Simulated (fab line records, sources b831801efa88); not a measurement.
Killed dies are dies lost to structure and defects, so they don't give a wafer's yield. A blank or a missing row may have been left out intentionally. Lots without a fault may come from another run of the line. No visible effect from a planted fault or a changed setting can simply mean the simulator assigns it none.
A lot that was struck, set against a sound lot | flow sky130 | 15 steps out of a route of 708
Sound: these wafers, L973.2, L973.3, L973.4. Struck: wafers L983.1, L983.5. (L983.3 of the same lot was not struck and is left out.) The cause comes at the end.
Order at every step that has rows: each side's tool, ch and its chambers, its first start. Under that, the readings that differ: sound wafers | struck wafers | difference of the means | sigmas: that difference in standard deviations of wafers without a fault.
alike: same words and numbers on both sides, and readings whose means sit less than 2 such deviations apart. not compared: any withheld reading, any reading some wafer has no value for, any bound like >300 that may hide the same value, and any number with overlapping values for which the record gives no deviation.
A row with sigmas, a row that says differs or no value, or rows on one side alone: a step with any of these is where the two part. When numbers do not overlap yet have no deviation, they are printed without sigmas and do not part them. A reading that every wafer of one side lacks parts them only if that side has two wafers or more.

SKY_SONOS_ONO_THK_MEAS_03:
  sound: filmMetro-03 at day 11 12:34; struck: filmMetro-02 at day 15 04:50
  alike: SONOS_ONO_CVD_02_THK
then, 1 step without rows for these wafers: SKY_SONOS_ONO_CVD_04 (deposits SiO2 from SiH4/N2O, target thk 5.7199 nm).
SKY_SONOS_ONO_THK_MEAS_05:
  sound: filmMetro-02 at day 11 14:30; struck: filmMetro-03 at day 15 06:09
  alike: SONOS_ONO_CVD_04_THK
then, 7 steps without rows for these wafers: SKY_SONOS_ONO_DEHYDRATE_06 (time 60 s); SKY_SONOS_ONO_HMDS_07 (prime time 60 s); SKY_SONOS_ONO_COAT_08 (resist thk 1140 nm); SKY_SONOS_ONO_SOFTBAKE_09 (time 60 s); SKY_SONOS_ONO_EXPOSE_10 (exposes mask ONOM, target cd 410 nm); SKY_SONOS_ONO_PEB_11; SKY_SONOS_ONO_DEVELOP_12 (develop time 60 s).
SKY_SONOS_ONO_CD_MEAS_13: target cd 410 nm.
  sound: cdSem-02 at day 12 13:50; struck: cdSem-02 at day 16 09:40
  alike: cdNm
SKY_SONOS_ONO_OVL_MEAS_14:
  sound: overlay-01 at day 12 13:56; struck: overlay-02 at day 16 09:47
  alike: SONOS_ONO_OVL
SKY_SONOS_ONO_ETCH_15: etches the open film in CHF3/O2, target depth 19.52 nm, time 7.8 s.
  sound on rieDiel-01 ch 0,1,3, day 12 13:58; struck on rieDiel-03 ch 1, day 16 09:49
reading                                     | sound             | struck      | difference | sigmas
oesProductAu (a.u.)                         | 0.998 1.003 1.019 | 0.815 0.818 | -0.190     | -19
throttleValvePct (%)                        | 8.812 8.832 8.838 | 8.787 8.757 | -0.055     | -6
model.SONOS_ONO.featureDepthNm (nm)         | 19.53 19.66 19.87 | 13.77 13.73 | -5.94      | 
model.etch.depthNm (nm)                     | 19.53 19.66 19.87 | 13.77 13.73 | -5.94      | 
model.SiO2_of_NWELL_OXIDATION_01.thkNm (nm) | 5.38 5.105 5.179  | 6.204 6.281 | +1.021     | 
  alike: drypumpMotorCurrentA
  not compared: rfHoursCounterH
then, 1 step without rows for these wafers: SKY_SONOS_ONO_WET_ETCH_16 (etches SiO2 in dHF, target depth 14 nm, time 280 s).
-- the record jumps here: 32 days lie between the struck wafers' starts before and after (it left off in module SONOS_ONO and takes up again in module PAD_OPEN, whose first step shown is number 708 of the route) --
SKY_PAD_OPEN_PROBE_99:
  only the struck wafers here have rows in the record (prober-01, day 48 12:04); the sound ones have none

== WHERE THEY PART ==
First at SKY_SONOS_ONO_ETCH_15; last, within this record, at SKY_PAD_OPEN_PROBE_99.

WHY: what the simulator had put in
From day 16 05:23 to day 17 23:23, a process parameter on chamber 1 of rieDiel-03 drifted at SKY_SONOS_ONO_ETCH_15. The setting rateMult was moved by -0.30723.
